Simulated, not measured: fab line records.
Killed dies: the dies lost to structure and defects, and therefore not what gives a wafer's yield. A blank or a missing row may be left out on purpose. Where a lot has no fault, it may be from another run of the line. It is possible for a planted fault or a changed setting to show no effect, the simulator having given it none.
Comparing a struck lot with a sound one | flow sky130 | 14 out of 708 route steps
Sound: the wafers L735.2, L735.3, L735.4. Wafers L747.3, L747.5, L747.6 were the ones struck. At the end, the cause is stated.
For every step that has rows: the tool of each side, followed by ch and its chambers, followed by its first start. Under that, the readings that differ: sound wafers | struck wafers | difference of the means | sigmas: that difference in standard deviations of wafers without a fault.
alike: readings with means less than 2 such deviations apart, plus words and numbers identical on both sides. not compared: withheld readings, readings lacking a value on some wafer, bounds such as >300 that could conceal the same value, and numbers that have no deviation in the record and whose values overlap.
Wherever a step has rows on one side only, a row that says differs or no value, or a row with sigmas, the two part there. When numbers do not overlap yet have no deviation, they are printed without sigmas and do not part them. Lack of a reading on every wafer of one side parts them only where that side has two or more wafers.

first, 3 steps without rows for these wafers: SKY_PASSIVATION_EXPOSE_08 (exposes mask NSM, target cd 3000 nm); SKY_PASSIVATION_PEB_09; SKY_PASSIVATION_DEVELOP_10 (develop time 60 s).
SKY_PASSIVATION_ETCH_11: etches the open film in CF4/O2, stops on AlCu, target depth 725 nm, time 161.1 s.
  sound on rie-diel-01 ch 0,1,3, day 46 11:29; struck on rie-diel-01 ch 0,2,3, day 48 16:18
  alike: O2_flow_sccm, bias-w, drypump-motor-current-A, oes-product-au, rf-fwd-power-W, throttle-valve-pct
  not compared: rf-hours-counter-h
SKY_PASSIVATION_STRIP_12: strips in O2/N2.
  sound on plasma-asher-03 ch 0,1, day 46 11:36; struck on plasma-asher-01 ch 0,1, day 48 16:26
  alike: drypump-motor-current-A, oes-product-au, strip-time-to-endpoint-s
  not compared: rf-hours-counter-h
then, 7 steps without rows for these wafers: SKY_PAD_OPEN_DEHYDRATE_00 (time 60 s); SKY_PAD_OPEN_HMDS_01 (prime time 60 s); SKY_PAD_OPEN_COAT_02 (resist thk 3000 nm); SKY_PAD_OPEN_SOFTBAKE_03; SKY_PAD_OPEN_EXPOSE_04 (exposes mask PDM, target cd 60000 nm); SKY_PAD_OPEN_PEB_05; SKY_PAD_OPEN_DEVELOP_06 (develop time 60 s).
SKY_PAD_OPEN_ETCH_07: etches the open film in CF4/O2, stops on AlCu, target depth 725 nm, time 164.9 s.
  sound on rie-diel-04 ch 1,2,3, day 47 06:35; struck on rie-diel-02 ch 0,1,2, day 49 10:38
  no value came back on the struck wafers for any of 6 readings (O2_flow_sccm (sccm), cf4-flow-sccm (sccm) and others); on the sound wafers O2_flow_sccm (sccm) reads 10.00 10.01 10.02
SKY_PAD_OPEN_STRIP_08: strips in O2/N2.
  sound on plasma-asher-04 ch 0,1, day 47 06:42; struck on plasma-asher-01 ch 0,1, day 49 10:47
  alike: drypump-motor-current-A, oes-product-au, strip-time-to-endpoint-s
  not compared: rf-hours-counter-h

WHERE THEY PART
SKY_PAD_OPEN_ETCH_07 only, going by this record. Later steps at which nothing parts them and some readings are alike: SKY_PAD_OPEN_STRIP_08.

WHY: the cause the simulator had injected
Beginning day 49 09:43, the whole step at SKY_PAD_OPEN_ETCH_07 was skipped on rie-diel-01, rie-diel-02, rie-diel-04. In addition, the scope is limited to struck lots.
